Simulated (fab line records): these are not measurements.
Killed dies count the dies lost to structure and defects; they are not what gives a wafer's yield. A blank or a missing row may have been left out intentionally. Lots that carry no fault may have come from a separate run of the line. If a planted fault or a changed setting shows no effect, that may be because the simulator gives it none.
fab line records	flow sky130	part 1 of 2: steps 1 to 29 of 41
record: lots: 5	wafers: 15	last-day: 50
route steps=708 shown RES_XHIGH@332 SD_N@342 SD_P@359 SALICIDE@361 LI_CONTACT@362
lots untouched by any fault: they come from a run of this same line in which no faults occurred
start-h: start of the lot's first displayed wafer, in hours after the record's first day	wait-h: how many hours have passed since the lot's step before this one	" repeats the value in the row above	L1.1+2: a row that stands for several wafers	- either no value or no given start	* or withheld: withheld	< > ~ a bound
route shown NAME@n: a module of which the file shows steps, and the number in the route of the first	usual: mean/standard deviation taken from wafers without a fault	same: alike in all rows	chamber/n: place in a boat	sites: the reading at each site	_std_site: standard deviation across them	_edge_site: the outer-site mean with the inner-site mean subtracted	radius-mm: how far each site lies from the wafer's centre	mask NAME#n: copy n	behind: tool/chamber where the wafer was last shaped	hold: reason for holding the lot/hours on hold/outcome of the hold	device: the transistor (n, p or np) that didn't switch	end of line: the same wafers' tests at the end of the route	where a step has no rows: the recipe by itself	killed: the dies lost at the first sort to structure and to defects; this is not the yield of the wafer	map: a wafer's dies, marking killed ones x, the rest . and places with no die _
set.NAME: the setting that was run; set.NAME@STEP: the one run at that earlier step	model.NAME: the simulator's own value behind a step, which no gauge read
lots seen at some steps along the route; tables by step, rows by wafer
services: when a tool's chamber went out of use (start-h, in hours from the record's first day, below 0 if earlier), for how many hours, and the reason
== steps ==
step: SKY_RES_XHIGH_DEHYDRATE_00
recipe: temp-c: 200	time-s: 60
lot.wafer	tool	chamber	start-h	wait-h
L076.2+3+6	litho-track-01	0	615.86	14.1
L078.1+3+5	litho-track-02	0	634.21	13.3
L085.1+4+6	litho-track-03	0	696.72	13.0
L089.1+2+5	litho-track-02	0	730.66	13.4
L092.1+2+6	litho-track-01	0	765.23	13.2
step: SKY_RES_XHIGH_HMDS_01
recipe: prime-time-s: 60	prime-temp-c: 120
usual: prime-temp-c: 120.01/0.14
lot.wafer	tool	chamber	start-h	wait-h	prime-temp-c
L076.2	litho-track-01	0	616.01	0.1	120.07
L076.3	"	0	"	"	119.96
L076.6	"	0	"	"	120.01
L078.1	litho-track-02	0	634.36	0.1	120.16
L078.3	"	0	"	"	119.93
L078.5	"	0	"	"	120.01
L085.1	litho-track-03	0	696.87	0.1	119.91
L085.4	"	0	"	"	119.97
L085.6	"	0	"	"	120.07
L089.1	litho-track-02	0	730.81	0.1	120.16
L089.2	"	0	"	"	120.11
L089.5	"	0	"	"	120.02
L092.1	litho-track-01	0	765.38	0.1	120.08
L092.2	"	0	"	"	120.13
L092.6	"	0	"	"	120.10
step: SKY_RES_XHIGH_COAT_02
recipe: resist: NOVOLAK	spin-rpm: 3000	resist-thk-nm: 1140
usual: dispense-pressure-kPa: 48.0/2.4	spin-speed-rpm: 3000.6/1.9
lot.wafer	tool	chamber	start-h	wait-h	dispense-pressure-kPa	spin-speed-rpm
L076.2	litho-track-01	0	616.16	0.1	51.1	3002.3
L076.3	"	0	"	"	51.1	3001.1
L076.6	"	0	"	"	51.1	3001.2
L078.1	litho-track-02	0	634.51	0.1	47.3	3000.6
L078.3	"	0	"	"	47.3	2998.6
L078.5	"	0	"	"	47.3	3003.1
L085.1	litho-track-03	0	697.02	0.1	45.3	3001.5
L085.4	"	0	"	"	45.2	2999.4
L085.6	"	0	"	"	45.3	3002.3
L089.1	litho-track-02	0	730.96	0.1	47.4	3000.6
L089.2	"	0	"	"	47.4	2996.9
L089.5	"	0	"	"	47.3	2998.6
L092.1	litho-track-01	0	765.53	0.1	51.2	3002.4
L092.2	"	0	"	"	51.2	3001.0
L092.6	"	0	"	"	51.2	3001.0
step: SKY_RES_XHIGH_SOFTBAKE_03
recipe: temp-c: 90	time-s: 60	resist: NOVOLAK
lot.wafer	tool	chamber	start-h	wait-h
L076.2+3+6	litho-track-01	0	616.31	0.1
L078.1+3+5	litho-track-02	0	634.66	0.1
L085.1+4+6	litho-track-03	0	697.17	0.1
L089.1+2+5	litho-track-02	0	731.11	0.1
L092.1+2+6	litho-track-01	0	765.68	0.1
step: SKY_RES_XHIGH_EXPOSE_04
recipe: mask-id: URPM	na: 0.6	source-shape: conventional	sigma-outer: 0.6	polarization: unpolarized	target-cd-nm: 1270	dose-mj: 140
lot.wafer	tool	chamber	start-h	wait-h	mask
L076.2+3+6	iline-stepper-01	0	-	-	URPM#0
L078.1+3+5	iline-stepper-01	0	-	-	URPM#0
L085.1+4+6	iline-stepper-01	0	-	-	URPM#0
L089.1+2+5	iline-stepper-01	0	-	-	URPM#0
L092.1+2+6	iline-stepper-02	0	-	-	URPM#0
step: SKY_RES_XHIGH_PEB_05
recipe: temp-c: withheld	time-s: *	resist: NOVOLAK
lot.wafer	tool	chamber	start-h	wait-h
L076.2+3+6	litho-track-01	0	-	-
L078.1+3+5	litho-track-01	0	-	-
L085.1+4+6	litho-track-03	0	-	-
L089.1+2+5	litho-track-02	0	-	-
L092.1+2+6	litho-track-01	0	-	-
step: SKY_RES_XHIGH_DEVELOP_06
recipe: resist: NOVOLAK	developer: TMAH	develop-time-s: 60	dev-temp-c: 23
same: develop-time-s: 60
lot.wafer	tool	chamber	start-h	wait-h
L076.2+3+6	litho-track-01	0	630.71	0.1
L078.1+3+5	litho-track-01	0	648.83	0.1
L085.1+4+6	litho-track-03	0	710.92	0.1
L089.1+2+5	litho-track-02	0	745.16	0.1
L092.1+2+6	litho-track-01	0	778.68	0.1
step: SKY_RES_XHIGH_IMPLANT_07
recipe: species: BF2	energy-kev: 20	dose-cm2: 3.6e+14	tilt-deg: 0
usual: dose-ions-cm2: 3.599e+14/4.1e+11	faraday-current-uA: 513/44
same: implant-ion-amu: 49
lot.wafer	tool	chamber	start-h	wait-h	dose-ions-cm2	faraday-current-uA
L076.2	implanter-03	0	630.86	0.1	3.604e+14	516
L076.3	"	0	"	"	3.603e+14	512
L076.6	"	0	"	"	3.599e+14	545
L078.1	implanter-03	0	648.98	0.1	3.603e+14	536
L078.3	"	0	"	"	3.601e+14	530
L078.5	"	0	"	"	3.595e+14	516
L085.1	implanter-03	0	711.07	0.1	3.587e+14	520
L085.4	"	0	"	"	3.596e+14	518
L085.6	"	0	"	"	3.599e+14	519
L089.1	implanter-03	0	745.31	0.1	3.594e+14	516
L089.2	"	0	"	"	3.605e+14	522
L089.5	"	0	"	"	3.602e+14	522
L092.1	implanter-01	0	778.83	0.1	3.602e+14	449
L092.2	"	0	"	"	3.596e+14	460
L092.6	"	0	"	"	3.6e+14	453
step: SKY_RES_XHIGH_STRIP_08
recipe: chemistry: O2/N2	power-w: 1400	pressure-mtorr: 1500	platen-temp-c: withheld	o2-flow-sccm: 3000	n2-flow-sccm: 300	overash-fraction: 0.5
usual: drypump-motor-current-A: 5.5/0.37	oes-product-au: 0.711/0.0045	strip-time-to-endpoint-s: 14.26/0.04
lot.wafer	tool	chamber	start-h	wait-h	drypump-motor-current-A	oes-product-au	rf-hours-counter-h	strip-time-to-endpoint-s
L076.2	plasma-asher-03	1	630.98	0.1	5.6	0.713	20	14.27
L076.3	"	0	"	"	5.6	0.701	-	14.23
L076.6	"	1	"	"	5.6	0.712	-	14.29
L078.1	plasma-asher-04	0	649.13	0.1	5.9	0.718	56	14.29
L078.3	"	0	"	"	5.9	0.710	-	14.31
L078.5	"	0	"	"	5.8	0.710	-	14.28
L085.1	plasma-asher-04	0	711.22	0.1	5.9	0.700	60	14.23
L085.4	"	0	"	"	5.8	0.716	-	14.26
L085.6	"	0	"	"	5.9	0.722	-	14.23
L089.1	plasma-asher-04	0	745.46	0.1	5.9	0.707	63	14.21
L089.2	"	1	"	"	5.4	0.707	63	14.22
L089.5	"	1	"	"	5.3	0.713	-	14.21
L092.1	plasma-asher-03	1	778.98	0.1	5.6	0.715	33	14.19
L092.2	"	0	"	"	5.6	0.704	33	14.24
L092.6	"	1	"	"	5.6	0.707	-	14.21
step: SKY_RES_XHIGH_TW_MEAS_09
usual: RES_XHIGH_TW: 1631/12
lot.wafer	tool	chamber	start-h	wait-h	RES_XHIGH_TW
L076.2	film-metro-04	-	631.09	0.1	1627
L076.3	"	-	"	"	1625
L076.6	"	-	"	"	1615
L078.1	film-metro-04	-	649.23	0.1	1629
L078.3	"	-	"	"	1632
L078.5	"	-	"	"	1632
L085.1	film-metro-03	-	711.32	0.1	1632
L085.4	"	-	"	"	1634
L085.6	"	-	"	"	1640
L089.1	film-metro-03	-	745.56	0.1	1620
L089.2	"	-	"	"	1618
L089.5	"	-	"	"	1635
L092.1	film-metro-03	-	779.08	0.1	1627
L092.2	"	-	"	"	1632
L092.6	"	-	"	"	1629
step: SKY_SD_N_DEHYDRATE_00
recipe: temp-c: 200	time-s: 60
lot.wafer	tool	chamber	start-h	wait-h
L076.2+3+6	litho-track-01	0	645.31	14.2
L078.1+3+5	litho-track-04	0	662.60	13.4
L085.1+4+6	litho-track-03	0	723.92	12.6
L089.1+2+5	litho-track-04	0	758.10	12.5
L092.1+2+6	litho-track-04	0	792.00	12.9
step: SKY_SD_N_HMDS_01
recipe: prime-time-s: 60	prime-temp-c: 120
usual: prime-temp-c: 120.00/0.13
lot.wafer	tool	chamber	start-h	wait-h	prime-temp-c
L076.2	litho-track-01	0	645.46	0.1	120.05
L076.3	"	0	"	"	120.30
L076.6	"	0	"	"	120.17
L078.1	litho-track-04	0	662.75	0.1	120.06
L078.3	"	0	"	"	120.10
L078.5	"	0	"	"	120.35
L085.1	litho-track-03	0	724.07	0.1	119.87
L085.4	"	0	"	"	119.68
L085.6	"	0	"	"	119.93
L089.1	litho-track-04	0	758.25	0.1	119.82
L089.2	"	0	"	"	119.87
L089.5	"	0	"	"	120.01
L092.1	litho-track-04	0	792.15	0.1	120.15
L092.2	"	0	"	"	120.04
L092.6	"	0	"	"	119.87
step: SKY_SD_N_COAT_02
recipe: resist: NOVOLAK	spin-rpm: 3000	resist-thk-nm: 1140
usual: dispense-pressure-kPa: 49/3.2	spin-speed-rpm: 2999.9/1.6
lot.wafer	tool	chamber	start-h	wait-h	dispense-pressure-kPa	spin-speed-rpm
L076.2	litho-track-01	0	645.61	0.1	51	2999.7
L076.3	"	0	"	"	51	2999.6
L076.6	"	0	"	"	51	3001.4
L078.1	litho-track-04	0	662.90	0.1	52	2999.4
L078.3	"	0	"	"	52	3002.7
L078.5	"	0	"	"	52	2999.1
L085.1	litho-track-03	0	724.22	0.1	45	3000.0
L085.4	"	0	"	"	45	2996.7
L085.6	"	0	"	"	45	2997.1
L089.1	litho-track-04	0	758.40	0.1	52	2997.5
L089.2	"	0	"	"	52	3000.0
L089.5	"	0	"	"	52	3002.2
L092.1	litho-track-04	0	792.30	0.1	52	2998.8
L092.2	"	0	"	"	52	3000.5
L092.6	"	0	"	"	52	3001.0
step: SKY_SD_N_SOFTBAKE_03
recipe: temp-c: 90	time-s: 60	resist: NOVOLAK
lot.wafer	tool	chamber	start-h	wait-h
L076.2+3+6	litho-track-01	0	645.76	0.1
L078.1+3+5	litho-track-04	0	663.05	0.1
L085.1+4+6	litho-track-03	0	724.37	0.1
L089.1+2+5	litho-track-04	0	758.55	0.1
L092.1+2+6	litho-track-04	0	792.45	0.1
step: SKY_SD_N_EXPOSE_04
recipe: mask-id: NSDM	na: 0.6	source-shape: conventional	sigma-outer: 0.6	polarization: unpolarized	target-cd-nm: 380	dose-mj: 141
lot.wafer	tool	chamber	start-h	wait-h	mask
L076.2+3+6	iline-stepper-01	0	-	-	NSDM#0
L078.1+3+5	iline-stepper-01	0	-	-	NSDM#0
L085.1+4+6	iline-stepper-01	0	-	-	NSDM#0
L089.1+2+5	iline-stepper-01	0	-	-	NSDM#0
L092.1+2+6	iline-stepper-02	0	-	-	NSDM#0
step: SKY_SD_N_PEB_05
recipe: temp-c: withheld	time-s: *	resist: NOVOLAK
lot.wafer	tool	chamber	start-h	wait-h
L076.2+3+6	litho-track-03	0	-	-
L078.1+3+5	litho-track-01	0	-	-
L085.1+4+6	litho-track-01	0	-	-
L089.1+2+5	litho-track-01	0	-	-
L092.1+2+6	litho-track-03	0	-	-
step: SKY_SD_N_DEVELOP_06
recipe: resist: NOVOLAK	developer: TMAH	develop-time-s: 60	dev-temp-c: 23
same: develop-time-s: 60
lot.wafer	tool	chamber	start-h	wait-h
L076.2+3+6	litho-track-03	0	659.79	0.1
L078.1+3+5	litho-track-01	0	677.08	0.1
L085.1+4+6	litho-track-01	0	737.88	0.1
L089.1+2+5	litho-track-01	0	771.48	0.1
L092.1+2+6	litho-track-03	0	805.37	0.1
step: SKY_SD_N_CD_MEAS_07
recipe: target-cd-nm: 380
usual: cd-nm: 380.5/2.3
lot.wafer	tool	chamber	start-h	wait-h	cd-nm
L076.2	cd-sem-02	-	659.94	0.1	382.2
L076.3	"	-	"	"	378.0
L076.6	"	-	"	"	378.3
L078.1	cd-sem-02	-	677.23	0.1	380.5
L078.3	"	-	"	"	379.2
L078.5	"	-	"	"	381.1
L085.1	cd-sem-01	-	738.03	0.1	381.7
L085.4	"	-	"	"	381.0
L085.6	"	-	"	"	380.0
L089.1	cd-sem-01	-	771.63	0.1	383.1
L089.2	"	-	"	"	385.6
L089.5	"	-	"	"	385.9
L092.1	cd-sem-01	-	805.52	0.1	379.2
L092.2	"	-	"	"	380.4
L092.6	"	-	"	"	380.8
step: SKY_SD_N_OVL_MEAS_08
usual: SD_N_OVL: 0.6/1.4
lot.wafer	tool	chamber	start-h	wait-h	SD_N_OVL[nm]
L076.2	overlay-01	-	660.04	0.1	3.0
L076.3	"	-	"	"	1.7
L076.6	"	-	"	"	3.3
L078.1	overlay-02	-	677.35	0.1	0.4
L078.3	"	-	"	"	0.9
L078.5	"	-	"	"	3.5
L085.1	overlay-02	-	738.15	0.1	-1.7
L085.4	"	-	"	"	-1.2
L085.6	"	-	"	"	-2.6
L089.1	overlay-02	-	771.75	0.1	1.8
L089.2	"	-	"	"	0.2
L089.5	"	-	"	"	0.8
L092.1	overlay-02	-	805.64	0.1	3.2
L092.2	"	-	"	"	0.4
L092.6	"	-	"	"	-0.8
step: SKY_SD_N_IMPLANT_09
recipe: species: As	energy-kev: 50	dose-cm2: 4e+15	tilt-deg: 0
usual: dose-ions-cm2: 4e+15/4.2e+12	faraday-current-uA: 11809/1300
same: implant-ion-amu: 75
lot.wafer	tool	chamber	start-h	wait-h	dose-ions-cm2	faraday-current-uA
L076.2	implanter-01	0	660.10	0.0	3.999e+15	10547
L076.3	"	0	"	"	4.002e+15	10375
L076.6	"	0	"	"	4.004e+15	10590
L078.1	implanter-01	0	677.39	0.0	4.007e+15	10039
L078.3	"	0	"	"	4.002e+15	10538
L078.5	"	0	"	"	4.001e+15	10924
L085.1	implanter-01	0	738.19	0.0	4.007e+15	10757
L085.4	"	0	"	"	4.009e+15	10551
L085.6	"	0	"	"	4.009e+15	10895
L089.1	implanter-01	0	771.79	0.0	4.004e+15	10571
L089.2	"	0	"	"	4e+15	10463
L089.5	"	0	"	"	4.003e+15	10730
L092.1	implanter-02	0	805.68	0.0	4.003e+15	10745
L092.2	"	0	"	"	4.001e+15	10493
L092.6	"	0	"	"	4.005e+15	10907
step: SKY_SD_N_IMPLANT_10
recipe: species: P	energy-kev: 20	dose-cm2: 1e+14	tilt-deg: 0
usual: dose-ions-cm2: 1e+14/1.1e+11	faraday-current-uA: 507/52
same: implant-ion-amu: 31
lot.wafer	tool	chamber	start-h	wait-h	dose-ions-cm2	faraday-current-uA
L076.2	implanter-01	0	660.25	0.1	9.993e+13	480
L076.3	"	0	"	"	9.987e+13	474
L076.6	"	0	"	"	9.997e+13	459
L078.1	implanter-01	0	677.54	0.1	1.0018e+14	466
L078.3	"	0	"	"	9.996e+13	459
L078.5	"	0	"	"	1.0016e+14	468
L085.1	implanter-01	0	738.34	0.1	1.0025e+14	479
L085.4	"	0	"	"	9.98e+13	461
L085.6	"	0	"	"	9.999e+13	477
L089.1	implanter-01	0	771.94	0.1	9.998e+13	466
L089.2	"	0	"	"	1.0011e+14	456
L089.5	"	0	"	"	1.0006e+14	471
L092.1	implanter-02	0	805.83	0.1	9.979e+13	450
L092.2	"	0	"	"	1.0009e+14	463
L092.6	"	0	"	"	9.996e+13	469
step: SKY_SD_N_STRIP_11
recipe: chemistry: O2/N2	power-w: 1400	pressure-mtorr: 1500	platen-temp-c: withheld	o2-flow-sccm: 3000	n2-flow-sccm: 300	overash-fraction: 0.5
usual: drypump-motor-current-A: 5.57/0.15	oes-product-au: 0.528/0.0048	strip-time-to-endpoint-s: 22.55/0.049
lot.wafer	tool	chamber	start-h	wait-h	drypump-motor-current-A	oes-product-au	rf-hours-counter-h	strip-time-to-endpoint-s
L076.2	plasma-asher-03	0	660.37	0.1	5.57	0.538	21	22.48
L076.3	"	1	"	"	5.58	0.535	-	22.47
L076.6	"	1	"	"	5.57	0.523	-	22.56
L078.1	plasma-asher-01	0	677.69	0.1	5.61	0.525	101	22.59
L078.3	"	1	"	"	5.51	0.522	-	22.61
L078.5	"	1	"	"	5.54	0.525	-	22.59
L085.1	plasma-asher-03	1	738.49	0.1	5.58	0.527	29	22.50
L085.4	"	1	"	"	5.57	0.530	-	22.48
L085.6	"	0	"	"	5.53	0.524	-	22.51
L089.1	plasma-asher-04	0	772.09	0.1	5.86	0.524	66	22.59
L089.2	"	1	"	"	5.33	0.532	66	22.58
L089.5	"	1	"	"	5.37	0.527	-	22.55
L092.1	plasma-asher-03	0	805.98	0.1	5.54	0.531	36	22.61
L092.2	"	1	"	"	5.57	0.536	36	22.64
L092.6	"	0	"	"	5.54	0.528	-	22.64
step: SKY_SD_N_TW_MEAS_12
usual: SD_N_TW: 3973/31
lot.wafer	tool	chamber	start-h	wait-h	SD_N_TW
L076.2	film-metro-01	-	660.48	0.1	4030
L076.3	"	-	"	"	4014
L076.6	"	-	"	"	4027
L078.1	film-metro-04	-	677.79	0.1	3929
L078.3	"	-	"	"	3941
L078.5	"	-	"	"	3928
L085.1	film-metro-01	-	738.59	0.1	3986
L085.4	"	-	"	"	4015
L085.6	"	-	"	"	4015
L089.1	film-metro-03	-	772.19	0.1	3923
L089.2	"	-	"	"	3933
L089.5	"	-	"	"	3921
L092.1	film-metro-01	-	806.08	0.1	3982
L092.2	"	-	"	"	4000
L092.6	"	-	"	"	4005
step: SKY_SD_N_CLEAN_13
recipe: chemistry: SC1/SC2	mix: 1:4:20	temp-c: 70	time-s: 150	dry: n2-spin
lot.wafer	tool	chamber	start-h	wait-h
L076.2+3+6	wet-bench-04	1	660.53	0.0
L078.1+3+5	wet-bench-02	1	677.85	0.1
L085.1+4+6	wet-bench-03	3	738.65	0.1
L089.1+2+5	wet-bench-03	2	772.25	0.1
L092.1+2+6	wet-bench-03	0	806.14	0.1
step: SKY_SD_N_RTA_14
recipe: temp-c: 1075	time-s: 2	idle-temp-c: 650	ramp-up-c-per-s: 150	ramp-down-c-per-s: 90	ambient: N2
usual: chamber-o2-ppm: 1.993/0.021	lamp-power-pct: 15.74/0.052	wafer_temp_C_max: 1078.0/1.2
lot.wafer	tool	chamber	start-h	wait-h	chamber-o2-ppm	lamp-power-pct	wafer_temp_C_max
L076.2	rtp-anneal-02	0	660.59	0.0	1.993	15.75	1077.2
L076.3	"	0	"	"	1.956	15.70	1077.2
L076.6	"	0	"	"	2.017	15.73	1078.5
L078.1	rtp-anneal-01	0	677.90	0.0	2.016	15.61	1076.6
L078.3	"	0	"	"	1.977	15.71	1078.0
L078.5	"	0	"	"	1.993	15.80	1078.3
L085.1	rtp-anneal-02	0	738.70	0.0	1.987	15.69	1074.9
L085.4	"	0	"	"	1.967	15.62	1079.0
L085.6	"	0	"	"	1.983	15.72	1078.5
L089.1	rtp-anneal-02	0	772.30	0.0	1.972	15.84	1078.0
L089.2	"	0	"	"	1.964	15.66	1077.7
L089.5	"	0	"	"	2.004	15.72	1078.0
L092.1	rtp-anneal-02	0	806.19	0.0	1.992	15.77	1077.6
L092.2	"	0	"	"	1.988	15.73	1076.7
L092.6	"	0	"	"	1.997	15.72	1080.0
step: SKY_SD_N_RS_MEAS_16
recipe: thk-meas-gauge: four-point-probe
usual: SD_N_RS: 68.52/0.12
lot.wafer	tool	chamber	start-h	wait-h	SD_N_RS[ohm/sq]
L076.2	film-metro-03	-	660.78	0.1	68.61
L076.3	"	-	"	"	68.48
L076.6	"	-	"	"	68.40
L078.1	film-metro-04	-	678.08	0.1	68.63
L078.3	"	-	"	"	68.65
L078.5	"	-	"	"	68.38
L085.1	film-metro-04	-	738.87	0.1	68.63
L085.4	"	-	"	"	68.66
L085.6	"	-	"	"	68.43
L089.1	film-metro-01	-	772.47	0.1	68.30
L089.2	"	-	"	"	68.47
L089.5	"	-	"	"	68.51
L092.1	film-metro-01	-	806.37	0.1	68.56
L092.2	"	-	"	"	68.37
L092.6	"	-	"	"	68.32
step: SKY_SD_N_RS_MEAS_17
recipe: thk-meas-gauge: four-point-probe
usual: SD_P_RS: 146.9/0.39
lot.wafer	tool	chamber	start-h	wait-h	SD_P_RS[ohm/sq]
L076.2	film-metro-03	-	660.90	0.1	146.1
L076.3	"	-	"	"	146.2
L076.6	"	-	"	"	146.3
L078.1	film-metro-04	-	678.20	0.1	146.7
L078.3	"	-	"	"	147.0
L078.5	"	-	"	"	146.3
L085.1	film-metro-04	-	738.99	0.1	146.9
L085.4	"	-	"	"	146.9
L085.6	"	-	"	"	146.7
L089.1	film-metro-01	-	772.59	0.1	146.3
L089.2	"	-	"	"	146.8
L089.5	"	-	"	"	147.0
L092.1	film-metro-01	-	806.49	0.1	147.0
L092.2	"	-	"	"	146.6
L092.6	"	-	"	"	147.0
step: SKY_SD_N_RS_MEAS_18
recipe: thk-meas-gauge: four-point-probe
usual: RES_XHIGH_RS: 333.2/1.3
lot.wafer	tool	chamber	start-h	wait-h	RES_XHIGH_RS[ohm/sq]
L076.2	film-metro-03	-	661.02	0.1	333.4
L076.3	"	-	"	"	333.6
L076.6	"	-	"	"	334.5
L078.1	film-metro-04	-	678.32	0.1	334.4
L078.3	"	-	"	"	334.6
L078.5	"	-	"	"	334.4
L085.1	film-metro-04	-	739.11	0.1	334.8
L085.4	"	-	"	"	333.6
L085.6	"	-	"	"	335.1
L089.1	film-metro-01	-	772.71	0.1	335.9
L089.2	"	-	"	"	334.6
L089.5	"	-	"	"	333.1
L092.1	film-metro-01	-	806.61	0.1	331.6
L092.2	"	-	"	"	332.1
L092.6	"	-	"	"	332.0
step: SKY_SALICIDE_CLEAN_00
recipe: chemistry: HF-last	time-s: 30	dilution: 100:1	dry: ipa-marangoni
lot.wafer	tool	chamber	start-h	wait-h
L076.2+3+6	wet-bench-02	2	661.12	0.1
L078.1+3+5	wet-bench-04	3	678.44	0.1
L085.1+4+6	wet-bench-04	1	739.23	0.1
L089.1+2+5	wet-bench-02	1	772.83	0.1
L092.1+2+6	wet-bench-01	3	806.73	0.1
